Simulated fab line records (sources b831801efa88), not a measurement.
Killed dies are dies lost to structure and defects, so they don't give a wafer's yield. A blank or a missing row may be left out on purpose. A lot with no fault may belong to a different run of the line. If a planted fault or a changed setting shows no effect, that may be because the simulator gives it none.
Chamber matching -- flow sky130 -- SKY_VIA2_ETCH_15 on rieDiel-04 has 4 sister chambers
The step etches SiO2 in C4F8/O2/Ar, stops on TiN, target depth 546 nm, time 84 s. 14 wafers are shown with their chamber, then 7 later ones without.

== WAFERS WITH THEIR CHAMBER ==
wafer,chamber,oesProductAu (a.u.)
L214.1,2,0.937
L214.2,0,0.942
L214.5,0,0.928
L215.3,1,0.936
L215.4,2,0.943
L215.6,3,0.939
L217.1,2,0.940
L217.5,0,0.940
L217.6,3,0.940
L219.3,3,0.937
L219.4,1,0.938
L219.5,1,0.938
L222.1,1,0.943
L222.4,1,0.940

SIGNATURES (means of the wafers above)
reading,chamber 0,chamber 1,chamber 2,chamber 3,scatter within a chamber
oesProductAu,0.93667,0.93900,0.94000,0.93867,0.00407
Rule: a wafer lies at a distance from a chamber equal to the root of the sum of squares, over the readings, of (its reading less the chamber's mean, divided by the reading's scatter). If the next closest chamber is less than 2 further off than the closest, the wafer can't be placed; otherwise it belongs to the closest. The scatter: take each reading less its chamber's mean, square it, sum over the shown wafers, divide by the number of wafers less the number of chambers, and take the root.

== WAFERS WHOSE CHAMBER IS MISSING ==
wafer,oesProductAu (a.u.)
L222.5,0.944
L231.2,0.941
L231.3,0.935
L231.5,0.936
L230.1,0.941
L230.5,0.941
L230.6,0.947

== WHICH CHAMBER EACH WENT THROUGH ==
wafer,from the rows above,in truth
L222.5,can't be placed: 2 or 1 or 3 or 0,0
L231.2,can't be placed: 2 or 1 or 3 or 0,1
L231.3,can't be placed: 0 or 3 or 1 or 2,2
L231.5,can't be placed: 0 or 3 or 1 or 2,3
L230.1,can't be placed: 2 or 1 or 3 or 0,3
L230.5,can't be placed: 2 or 1 or 3 or 0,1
L230.6,can't be placed: 2 or 1 or 3 or 0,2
Correctly placed: 0 of 7. Cannot be placed on the basis of these rows: 7; the candidates contain the true chamber in 7. Wrongly placed: 0.
